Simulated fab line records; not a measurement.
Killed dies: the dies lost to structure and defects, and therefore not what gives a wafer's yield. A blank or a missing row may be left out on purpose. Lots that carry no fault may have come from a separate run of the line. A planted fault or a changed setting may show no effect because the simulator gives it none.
The tool behind it: which one? / flow gf180mcu / 10 lots, 30 wafers sampled, at 7 steps of a route of 602

== WHAT THE GAUGES READ, wafer by wafer ==
GF_V1_OVL_MEAS_15.
lot=L788; measured=day 18 00:09; on=overlay-02; V1_OVL (nm)=3 4 -1
lot=L789; measured=day 18 12:52; on=overlay-01; V1_OVL (nm)=-4 0 3
lot=L790; measured=day 18 22:07; on=overlay-02; V1_OVL (nm)=7 13 12
lot=L792; measured=day 19 15:37; on=overlay-02; V1_OVL (nm)=2 4 -1
lot=L798; measured=day 22 01:04; on=overlay-01; V1_OVL (nm)=12 4 7
lot=L804; measured=day 23 22:54; on=overlay-01; V1_OVL (nm)=-1 -4 -4
lot=L805; measured=day 24 06:57; on=overlay-01; V1_OVL (nm)=-1 8 2
lot=L807; measured=day 24 22:58; on=overlay-01; V1_OVL (nm)=-4 -4 -2
lot=L808; measured=day 25 03:49; on=overlay-01; V1_OVL (nm)=-2 -4 2
lot=L810; measured=day 25 22:48; on=overlay-01; V1_OVL (nm)=-3 -4 -5

GF_M4_RS_MEAS_05: the measuring method here is four-point-probe.
lot=L788; measured=day 22 07:40; on=film_metro-02; M4_ALCU_RS (ohm/sq)=0.0692 0.0691 0.0696
lot=L789; measured=day 22 20:46; on=film_metro-02; M4_ALCU_RS (ohm/sq)=0.0694 0.0692 0.0693
lot=L790; measured=day 23 05:37; on=film_metro-01; M4_ALCU_RS (ohm/sq)=0.0703 0.0698 0.0705
lot=L792; measured=day 23 21:32; on=film_metro-04; M4_ALCU_RS (ohm/sq)=0.0691 0.0692 0.0696
lot=L798; measured=day 26 01:43; on=film_metro-04; M4_ALCU_RS (ohm/sq)=0.0699 0.0699 0.0706
lot=L804; measured=day 27 18:36; on=film_metro-04; M4_ALCU_RS (ohm/sq)=0.0692 0.0695 0.0689
lot=L805; measured=day 28 01:37; on=film_metro-02; M4_ALCU_RS (ohm/sq)=0.0793 0.0795 0.0798 0.0794 0.0794 0.0798
lot=L807; measured=day 28 17:04; on=film_metro-02; M4_ALCU_RS (ohm/sq)=0.0824 0.0825 0.0823 0.0826 0.0826 0.0822
lot=L808; measured=day 28 20:28; on=film_metro-04; M4_ALCU_RS (ohm/sq)=0.0692 0.0691 0.0690
lot=L810; measured=day 29 13:26; on=film_metro-01; M4_ALCU_RS (ohm/sq)=0.0681 0.0682 0.0681

GF_M4_THK_MEAS_06: measures by xrf.
lot=L788; measured=day 22 07:47; on=film_metro-02; M4_ALCU_THK (nm)=441 443 440
lot=L789; measured=day 22 20:53; on=film_metro-02; M4_ALCU_THK (nm)=440 441 437
lot=L790; measured=day 23 05:44; on=film_metro-01; M4_ALCU_THK (nm)=438 440 436
lot=L792; measured=day 23 21:39; on=film_metro-04; M4_ALCU_THK (nm)=441 440 438
lot=L798; measured=day 26 01:49; on=film_metro-04; M4_ALCU_THK (nm)=435 436 434
lot=L804; measured=day 27 18:43; on=film_metro-04; M4_ALCU_THK (nm)=439 439 442
lot=L805; measured=day 28 09:58; on=film_metro-02; M4_ALCU_THK (nm)=387 384 385 385 383 384
lot=L807; measured=day 28 20:25; on=film_metro-02; M4_ALCU_THK (nm)=370 370 371 371 370 372
lot=L808; measured=day 28 20:35; on=film_metro-04; M4_ALCU_THK (nm)=441 442 445
lot=L810; measured=day 29 13:33; on=film_metro-01; M4_ALCU_THK (nm)=449 451 451

GF_V4_OVL_MEAS_15.
lot=L788; measured=day 24 06:28; on=overlay-02; V4_OVL (nm)=1 3 6
lot=L789; measured=day 24 19:00; on=overlay-01; V4_OVL (nm)=4 0 -2
lot=L790; measured=day 25 03:28; on=overlay-01; V4_OVL (nm)=10 2 10
lot=L792; measured=day 25 17:43; on=overlay-01; V4_OVL (nm)=3 0 -4
lot=L798; measured=day 27 19:07; on=overlay-02; V4_OVL (nm)=-8 -8 -4
lot=L804; measured=day 29 11:10; on=overlay-01; V4_OVL (nm)=2 1 -4
lot=L805; measured=day 29 17:10; on=overlay-01; V4_OVL (nm)=-1 -8 -2
lot=L807; measured=day 30 08:01; on=overlay-02; V4_OVL (nm)=2 4 2
lot=L808; measured=day 30 11:45; on=overlay-01; V4_OVL (nm)=-3 6 -2
lot=L810; measured=day 31 02:36; on=overlay-02; V4_OVL (nm)=0 3 1

== WHICH TOOL RAN EACH LOT (tool, then ch and the chambers of the sampled wafers, then the start) ==
lot=L788; GF_SAB_ETCH_11=rie_diel-04 ch 0,3, day 14 23:55; GF_M4_SPUTTER_02=pvd_sputter-02, day 22 07:35; GF_M4_METAL_ETCH_16=rie_metal-02 ch 0, day 23 06:32
lot=L789; GF_SAB_ETCH_11=rie_diel-03 ch 0,1,3, day 15 11:36; GF_M4_SPUTTER_02=pvd_sputter-02, day 22 20:40; GF_M4_METAL_ETCH_16=rie_metal-02 ch 0,1, day 23 19:47
lot=L790; GF_SAB_ETCH_11=rie_diel-03 ch 2,3, day 15 20:42; GF_M4_SPUTTER_02=pvd_sputter-01, day 23 05:32; GF_M4_METAL_ETCH_16=rie_metal-02 ch 0,1, day 24 04:20
lot=L792; GF_SAB_ETCH_11=rie_diel-04 ch 0,2,3, day 16 11:32; GF_M4_SPUTTER_02=pvd_sputter-03, day 23 21:26; GF_M4_METAL_ETCH_16=rie_metal-03 ch 0,1, day 24 19:20
lot=L798; GF_SAB_ETCH_11=rie_diel-02 ch 1,2,3, day 18 20:12; GF_M4_SPUTTER_02=pvd_sputter-02, day 26 01:36; GF_M4_METAL_ETCH_16=rie_metal-01 ch 0, day 26 22:03
lot=L804; GF_SAB_ETCH_11=rie_diel-03 ch 1,2,3, day 20 18:44; GF_M4_SPUTTER_02=pvd_sputter-01, day 27 18:31; GF_M4_METAL_ETCH_16=rie_metal-02 ch 0,1, day 28 14:38
lot=L805; GF_SAB_ETCH_11=rie_diel-02 ch 1,2,3, day 21 06:17; GF_M4_SPUTTER_02=pvd_sputter-01, day 28 01:31; GF_M4_METAL_ETCH_16=rie_metal-03 ch 0,1, day 28 21:11
lot=L807; GF_SAB_ETCH_11=rie_diel-02 ch 1,3, day 21 23:03; GF_M4_SPUTTER_02=pvd_sputter-01, day 28 16:56; GF_M4_METAL_ETCH_16=rie_metal-03 ch 0,1, day 29 12:20
lot=L808; GF_SAB_ETCH_11=rie_diel-03 ch 1,3, day 22 03:50; GF_M4_SPUTTER_02=pvd_sputter-02, day 28 20:23; GF_M4_METAL_ETCH_16=rie_metal-01 ch 0,1, day 29 15:56
lot=L810; GF_SAB_ETCH_11=rie_diel-03 ch 1,2,3, day 23 00:42; GF_M4_SPUTTER_02=pvd_sputter-02, day 29 13:20; GF_M4_METAL_ETCH_16=rie_metal-02 ch 0, day 30 07:32
- GF_SAB_ETCH_11: etches SiO2 in C4F8/O2/Ar, target depth 55 nm, time 8.5 s.
- GF_M4_SPUTTER_02: material AlCu, target thk 450 nm, time 23.9 s.
- GF_M4_METAL_ETCH_16: etches the open film in Cl2/BCl3, stops on SiO2, target depth 627.5 nm, time 104.6 s.

== AS READ BY THE TOOLS THEMSELVES (means over the sampled wafers that have a number; for cases with no such wafer, the mark the record gives instead) ==
GF_SAB_ETCH_11.
lot=L788; tool=rie_diel-04; oes_product_au (a.u.)=1.005; rf_fwd_power_W (W)=1471
lot=L789; tool=rie_diel-03; oes_product_au (a.u.)=0.996; rf_fwd_power_W (W)=1471
lot=L790; tool=rie_diel-03; oes_product_au (a.u.)=0.994; rf_fwd_power_W (W)=1476
lot=L792; tool=rie_diel-04; oes_product_au (a.u.)=1.010; rf_fwd_power_W (W)=1473
lot=L798; tool=rie_diel-02; oes_product_au (a.u.)=1.011; rf_fwd_power_W (W)=1473
lot=L804; tool=rie_diel-03; oes_product_au (a.u.)=1.001; rf_fwd_power_W (W)=1476
lot=L805; tool=rie_diel-02; oes_product_au (a.u.)=1.005; rf_fwd_power_W (W)=1471
lot=L807; tool=rie_diel-02; oes_product_au (a.u.)=1.007; rf_fwd_power_W (W)=1473
lot=L808; tool=rie_diel-03; oes_product_au (a.u.)=1.009; rf_fwd_power_W (W)=1472
lot=L810; tool=rie_diel-03; oes_product_au (a.u.)=0.995; rf_fwd_power_W (W)=1473

GF_M4_SPUTTER_02.
lot=L788; tool=pvd_sputter-02; chamber_pressure_pa (Pa)=0.4002; throttle_valve_pct (%)=30.6
lot=L789; tool=pvd_sputter-02; chamber_pressure_pa (Pa)=0.4003; throttle_valve_pct (%)=30.7
lot=L790; tool=pvd_sputter-01; chamber_pressure_pa (Pa)=0.4000; throttle_valve_pct (%)=30.1
lot=L792; tool=pvd_sputter-03; chamber_pressure_pa (Pa)=0.3996; throttle_valve_pct (%)=31.1
lot=L798; tool=pvd_sputter-02; chamber_pressure_pa (Pa)=0.3999; throttle_valve_pct (%)=30.7
lot=L804; tool=pvd_sputter-01; chamber_pressure_pa (Pa)=0.4004; throttle_valve_pct (%)=30.0
lot=L805; tool=pvd_sputter-01; chamber_pressure_pa (Pa)=0.6892; throttle_valve_pct (%)=22.8
lot=L807; tool=pvd_sputter-01; chamber_pressure_pa (Pa)=0.6892; throttle_valve_pct (%)=22.9
lot=L808; tool=pvd_sputter-02; chamber_pressure_pa (Pa)=0.4000; throttle_valve_pct (%)=30.7
lot=L810; tool=pvd_sputter-02; chamber_pressure_pa (Pa)=0.3997; throttle_valve_pct (%)=30.5

GF_M4_METAL_ETCH_16.
lot=L788; tool=rie_metal-02; drypump_motor_current_A (A)=6.13; mfc_cl2_sccm (sccm)=79.67; oes_product_au (a.u.)=0.978; rf_fwd_power_W (W)=796.2; throttle_valve_pct (%)=28.244
lot=L789; tool=rie_metal-02; drypump_motor_current_A (A)=6.03; mfc_cl2_sccm (sccm)=79.91; oes_product_au (a.u.)=0.977; rf_fwd_power_W (W)=793.4; throttle_valve_pct (%)=28.247
lot=L790; tool=rie_metal-02; drypump_motor_current_A (A)=6.08; mfc_cl2_sccm (sccm)=80.13; oes_product_au (a.u.)=0.967; rf_fwd_power_W (W)=795.6; throttle_valve_pct (%)=28.246
lot=L792; tool=rie_metal-03; drypump_motor_current_A (A)=5.89; mfc_cl2_sccm (sccm)=79.82; oes_product_au (a.u.)=0.979; rf_fwd_power_W (W)=792.7; throttle_valve_pct (%)=28.260
lot=L798; tool=rie_metal-01; drypump_motor_current_A (A)=6.35; mfc_cl2_sccm (sccm)=80.06; oes_product_au (a.u.)=0.966; rf_fwd_power_W (W)=791.1; throttle_valve_pct (%)=28.252
lot=L804; tool=rie_metal-02; drypump_motor_current_A (A)=6.08; mfc_cl2_sccm (sccm)=79.89; oes_product_au (a.u.)=0.974; rf_fwd_power_W (W)=795.7; throttle_valve_pct (%)=28.248
lot=L805; tool=rie_metal-03; drypump_motor_current_A (A)=6.15; mfc_cl2_sccm (sccm)=80.17; oes_product_au (a.u.)=0.922; rf_fwd_power_W (W)=796.3; throttle_valve_pct (%)=28.301
lot=L807; tool=rie_metal-03; drypump_motor_current_A (A)=5.91; mfc_cl2_sccm (sccm)=80.11; oes_product_au (a.u.)=0.907; rf_fwd_power_W (W)=793.1; throttle_valve_pct (%)=28.314
lot=L808; tool=rie_metal-01; drypump_motor_current_A (A)=5.86; mfc_cl2_sccm (sccm)=79.84; oes_product_au (a.u.)=0.973; rf_fwd_power_W (W)=795.9; throttle_valve_pct (%)=28.247
lot=L810; tool=rie_metal-02; drypump_motor_current_A (A)=6.14; mfc_cl2_sccm (sccm)=79.91; oes_product_au (a.u.)=0.984; rf_fwd_power_W (W)=796.3; throttle_valve_pct (%)=28.240

== THE ANSWER, worked out from the rows above alone ==
Rule: what is usual is taken from the lots themselves. The widest of any qualifying gaps counts: lots, ordered by their means at a reading, are off when they make up no more than a third of the lots, leave a main group of 4 or more, and stand apart from it by 3 or more times the standard deviation of that group's means. If all means in a main group match to the digits the tables above print for the reading, that group is not used. Also off: a lot with no number at a reading for which 4 or more lots have one. The other lots that the step has rows for count as sound. First the gauges in route order, then the tools' own readings, where a lot's mean is used as printed above. At the first step where some lot is off, the reading lying furthest off is the one used; lots without a number count as furthest.
Off: at GF_M4_RS_MEAS_05 (M4_ALCU_RS), L805, L807. Mean 0.0693 ohm/sq and standard deviation 0.0006 in the main group.
A tool fits if, at a process step before that reading, it ran every lot that is off, and no sound lot after the first of them. The gauges at GF_M4_RS_MEAS_05 aren't tried: what is off there is off at GF_M4_SPUTTER_02 too, on other tools, and a gauge's error can't cause that. 2 tools fit, rie_diel-02 at GF_SAB_ETCH_11 and pvd_sputter-01 at GF_M4_SPUTTER_02, so this cannot tell which one it is.

== WHAT HAD BEEN PUT IN BY THE SIMULATOR ==
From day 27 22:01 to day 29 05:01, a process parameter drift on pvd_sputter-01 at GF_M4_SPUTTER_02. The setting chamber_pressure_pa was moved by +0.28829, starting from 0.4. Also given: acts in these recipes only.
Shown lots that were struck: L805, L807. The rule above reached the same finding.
